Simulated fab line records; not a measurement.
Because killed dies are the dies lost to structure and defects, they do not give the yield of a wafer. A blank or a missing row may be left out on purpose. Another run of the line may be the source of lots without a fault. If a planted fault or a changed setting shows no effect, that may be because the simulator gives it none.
Which tool did it? -- flow gf180mcu -- Sampling: 13 lots, 39 wafers, 5 of 602 route steps

## WHAT EACH GAUGE READ, for each wafer
GF_VT_IMPLANT_RS_MEAS_46: measures by four-point-probe. Usual: MVSD_RS typically reads 456.6 ohm/sq, with standard deviation 1.1.
lot,measured,on,MVSD_RS (ohm/sq),flag
L177,day 7 10:20,film_metro-04,458.7 457.9 458.9,
L180,day 8 07:05,film_metro-04,454.6 455.4 454.6,
L181,day 8 13:58,film_metro-01,456.2 456.6 455.3,
L183,day 9 06:40,film_metro-01,456.4 456.3 456.7,
L185,day 10 00:07,film_metro-04,454.1 452.2 453.8,
L186,day 10 02:01,film_metro-04,454.0 454.7 453.1,
L192,day 11 16:42,film_metro-04,456.1 456.1 456.4,
L193,day 12 01:37,film_metro-03,457.8 455.8 456.0,
L194,day 12 09:31,film_metro-04,456.9 456.2 456.3,
L195,day 12 18:21,film_metro-03,457.0 458.1 457.5,
L196,day 12 20:58,film_metro-04,456.3 454.4 455.5,
L197,day 13 06:04,film_metro-04,454.7 454.4 454.4,
L199,day 13 17:20,film_metro-04,455.7 456.6 455.1,

GF_DUAL_GATE_OVL_MEAS_11. Usual: DUAL_GATE_OVL typically reads 0.1 nm, with standard deviation 1.4.
lot,measured,on,DUAL_GATE_OVL (nm),flag
L177,day 8 04:38,overlay-02,0.7 0.2 -0.2,
L180,day 9 03:07,overlay-02,1.9 0.9 0.9,
L181,day 9 08:47,overlay-01,-0.8 -0.5 -1.0,
L183,day 10 02:26,overlay-02,0.8 1.3 2.7,
L185,day 10 20:04,overlay-02,2.3 2.2 3.5,
L186,day 10 22:20,overlay-02,1.8 1.1 1.0,
L192,day 12 13:35,overlay-01,0.0 -1.3 -0.4,
L193,day 12 22:58,overlay-01,0.5 2.0 2.2,
L194,day 13 07:10,overlay-01,0.8 0.5 -0.4,
L195,day 13 17:05,overlay-01,-2.4 -2.3 -2.7,
L196,day 13 19:56,overlay-02,-2.2 0.4 -0.1,
L197,day 14 04:26,overlay-01,-0.1 -0.6 0.0,
L199,day 14 17:26,overlay-02,0.5 -1.0 0.1,

GF_HV_LDD_THK_MEAS_55. Usual: HV_LDD_CVD_54_THK typically reads 9.99 nm, with standard deviation 0.14.
lot,measured,on,HV_LDD_CVD_54_THK (nm),flag
L177,day 12 07:09,film_metro-04,9.81 9.85 9.97,
L180,day 13 09:11,film_metro-03,9.81 9.95 9.96,
L181,day 13 15:05,film_metro-03,10.19 10.06 10.19,
L183,day 14 12:39,film_metro-03,9.79 9.91 10.04,
L185,day 15 05:56,film_metro-03,9.83 9.73 9.94,
L186,day 15 09:20,film_metro-04,10.30 10.28 10.23,
L192,day 17 06:24,film_metro-04,9.98 9.81 9.89,
L193,day 17 18:51,film_metro-03,10.19 10.11 10.16,
L194,day 18 08:32,film_metro-03,10.00 10.07 10.21,
L195,day 18 22:12,film_metro-03,10.11 10.17 9.97,
L196,day 18 23:14,film_metro-03,9.81 9.84 9.86,
L197,day 19 06:05,film_metro-01,9.93 9.93 10.01,
L199,day 20 05:50,film_metro-03,9.93 9.87 10.00,

## WHAT TOOL EACH LOT RAN ON (gives the tool, then ch and the chambers of the sampled wafers, and finally the start)
lot,GF_MVSD_IMPLANT_08,GF_HV_LDD_STRIP_22
L177,"implanter-02 ch 0, day 4 07:45","plasma_asher-02 ch 0,1, day 10 14:52"
L180,"implanter-02 ch 0, day 5 03:03","plasma_asher-01 ch 0,1, day 11 15:43"
L181,"implanter-01 ch 0, day 5 07:19","plasma_asher-01 ch 0,1, day 11 21:52"
L183,"implanter-01 ch 0, day 5 21:13","plasma_asher-01 ch 0,1, day 12 18:04"
L185,"implanter-01 ch 0, day 6 11:55","plasma_asher-03 ch 1, day 13 10:58"
L186,"implanter-01 ch 0, day 6 15:36","plasma_asher-03 ch 0,1, day 13 15:13"
L192,"implanter-03 ch 0, day 8 00:07","plasma_asher-03 ch 0,1, day 15 08:15"
L193,"implanter-03 ch 0, day 8 07:09","plasma_asher-03 ch 0,1, day 15 20:25"
L194,"implanter-03 ch 0, day 8 13:00","plasma_asher-02 ch 0, day 16 08:16"
L195,"implanter-02 ch 0, day 8 20:54","plasma_asher-02 ch 0,1, day 16 20:36"
L196,"implanter-02 ch 0, day 8 22:58","plasma_asher-03 ch 0,1, day 16 20:54"
L197,"implanter-01 ch 0, day 9 06:36","plasma_asher-03 ch 0,1, day 17 04:19"
L199,"implanter-03 ch 0, day 9 16:41","plasma_asher-01 ch 0,1, day 18 02:01"
- GF_MVSD_IMPLANT_08
- GF_HV_LDD_STRIP_22: strips in O2/N2.

## AS READ BY THE TOOLS THEMSELVES (means over the sampled wafers that have a number; for cases with no such wafer, the mark the record gives instead)
GF_MVSD_IMPLANT_08. Usual: beam_energy_keV reads 400.00 (standard deviation 0.14).
lot,tool,beam_energy_keV,flag
L177,implanter-02,399.95,
L180,implanter-02,399.96,
L181,implanter-01,400.05,
L183,implanter-01,399.88,
L185,implanter-01,417.24,OFF
L186,implanter-01,417.34,OFF
L192,implanter-03,399.97,
L193,implanter-03,400.07,
L194,implanter-03,400.05,
L195,implanter-02,400.18,
L196,implanter-02,399.95,
L197,implanter-01,399.99,
L199,implanter-03,399.95,

GF_HV_LDD_STRIP_22. Usual: drypump_motor_current_A 5.7 A, standard deviation 0.54; heater_power_w 349 W, standard deviation 25; o2_flow_sccm 2999 sccm, standard deviation 9.8; oes_product_au 0.715 a.u., standard deviation 0.0044; strip_time_to_endpoint_s 12.64 s, standard deviation 0.031.
lot,tool,drypump_motor_current_A (A),heater_power_w (W),o2_flow_sccm (sccm),oes_product_au (a.u.),strip_time_to_endpoint_s (s),flag
L177,plasma_asher-02,6.2,378,2998,0.717,12.64,
L180,plasma_asher-01,6.0,349,3007,0.714,12.66,
L181,plasma_asher-01,6.0,355,2985,0.715,12.64,
L183,plasma_asher-01,5.7,343,3001,0.711,12.69,
L185,plasma_asher-03,4.9,325,2997,0.719,12.64,
L186,plasma_asher-03,5.1,323,2998,0.713,12.66,
L192,plasma_asher-03,5.1,320,3004,0.716,12.68,
L193,plasma_asher-03,5.1,317,2996,0.720,12.62,
L194,plasma_asher-02,6.5,382,3001,0.714,12.66,
L195,plasma_asher-02,6.2,374,3007,0.718,12.64,
L196,plasma_asher-03,5.1,322,2993,0.715,12.60,
L197,plasma_asher-03,5.1,325,2993,0.717,12.63,
L199,plasma_asher-01,5.7,343,3004,0.714,12.67,

## THE ANSWER, worked out from the rows above alone
Rule: take the mean of a lot's wafers that have a number; if it is more than 3 standard deviations from the usual mean, the lot is off. A lot without any number at a reading at which 4 lots or more have one is off too. The other lots that the step has rows for count as sound. After the gauges, taken in route order, come the tools' own readings; for these a lot's mean is taken, as printed above. At the first step where some lot is off, the reading lying furthest off is the one used; lots without a number count as furthest.
Off: L185, L186, at GF_MVSD_IMPLANT_08 (beam_energy_keV).
If a tool, at that step or one of the process steps before it, ran each lot that is off and ran no sound lot following the first of them, it fits. None of those tried fits.

## WHAT THE SIMULATOR HAD PUT IN
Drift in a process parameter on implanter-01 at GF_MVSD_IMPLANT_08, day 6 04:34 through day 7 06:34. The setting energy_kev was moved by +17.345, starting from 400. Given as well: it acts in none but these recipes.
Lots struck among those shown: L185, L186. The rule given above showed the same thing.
